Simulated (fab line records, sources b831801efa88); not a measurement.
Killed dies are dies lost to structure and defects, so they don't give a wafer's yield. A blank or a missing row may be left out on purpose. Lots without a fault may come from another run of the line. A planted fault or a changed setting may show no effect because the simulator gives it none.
One fault seen from 2 desks | flow gf180mcu | each desk has only its own numbers; what lay behind them comes last

THE METROLOGY DESK
What the gauges read, lot by lot, whatever tool the lot ran on: means of the sampled wafers that have a number. A lot is out of limits, marked OUT, if its mean lies more than 4 standard deviations from the usual mean; the brackets give that distance.
Columns: A = HV_LDD_TW at GF_HV_LDD_TW_MEAS_11, usual 2426; B = HV_LDD_RS at GF_HV_LDD_RS_MEAS_53, usual 418.3 ohm/sq; C = PSD_RS at GF_PSD_RS_MEAS_15, usual 108.6 ohm/sq; D = CONTACT_BOW at GF_CONTACT_BOW_MEAS_05, usual 66 um
lot  | first seen here | A              | B               | C     | D
L591 | day 10 17:23    | 2461           | 416.8           | 108.5 | 66
L594 | day 11 14:52    | 2441           | 419.0           | 108.2 | 67
L597 | day 12 12:02    | 2441           | 418.2           | 108.9 | 64
L598 | day 12 20:29    | 2378           | 418.4           | 109.0 | 61
L599 | day 13 06:23    | 2407           | 417.9           | 108.8 | 71
L601 | day 13 13:50    | 2422           | 417.1           | 108.6 | 69
L603 | day 14 08:58    | 2159 (-12) OUT | 498.7 (+90) OUT | 108.7 | 64
L604 | day 14 12:47    | 2146 (-13) OUT | 496.7 (+88) OUT | 108.4 | 68
L608 | day 15 16:07    | 2401           | 418.0           | 108.5 | 66
L609 | day 15 23:56    | 2405           | 417.7           | 108.7 | 66
L610 | day 17 02:07    | 2400           | 419.1           | 108.6 | 60
L611 | day 17 05:10    | 2399           | 418.4           | 109.1 | 64
L612 | day 17 07:25    | 2423           | 418.4           | 108.5 | 70
This desk's finding: out of limits on L603, L604; first on L603, day 14 08:58 (HV_LDD_TW at GF_HV_LDD_TW_MEAS_11). In limits: L591, L594, L597, L598, L599, L601, L608, L609, L610, L611, L612.

THE TOOL OWNER'S DESK: implanter-04
The tool's own readings at GF_HV_LDD_IMPLANT_09: means of the sampled wafers that have a number, for each lot that ran on this tool. A lot is out of limits, marked OUT, if its mean lies more than 4 standard deviations from the usual mean; the brackets give that distance.
Columns: A = dose_ions_cm2 at GF_HV_LDD_IMPLANT_09, usual 1.0002e+14; B = faraday_current_uA at GF_HV_LDD_IMPLANT_09, usual 561
lot  | first seen here | A                            | B
L591 | day 10 17:08    | 1.0001e+14                   | 562
L599 | day 13 06:09    | 1.0006e+14                   | 560
L603 | day 14 08:45    | 6.5487e+13 (-99 or more) OUT | 373 (-17) OUT
L604 | day 14 12:33    | 6.5563e+13 (-99 or more) OUT | 366 (-18) OUT
This desk's finding: out of limits on L603, L604; first on L603, day 14 08:45 (dose_ions_cm2 at GF_HV_LDD_IMPLANT_09). In limits: L591, L599.

PUT TOGETHER
The tool owner's desk could have raised an alarm at day 14 08:45, on L603, L604.
The metrology desk could have raised an alarm at day 14 08:58, on L603, L604.
Of the lots named, all ran GF_HV_LDD_IMPLANT_09 on implanter-04.

WHAT THE SIMULATOR HAD PUT IN
Process parameter drift: implanter-04, from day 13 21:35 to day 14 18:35, at GF_HV_LDD_IMPLANT_09. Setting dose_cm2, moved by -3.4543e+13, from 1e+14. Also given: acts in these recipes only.
Lots struck among those shown: L603, L604.
Hours from the fault's start to each desk's first reading out of limits: the tool owner's desk, 11; the metrology desk, 11.
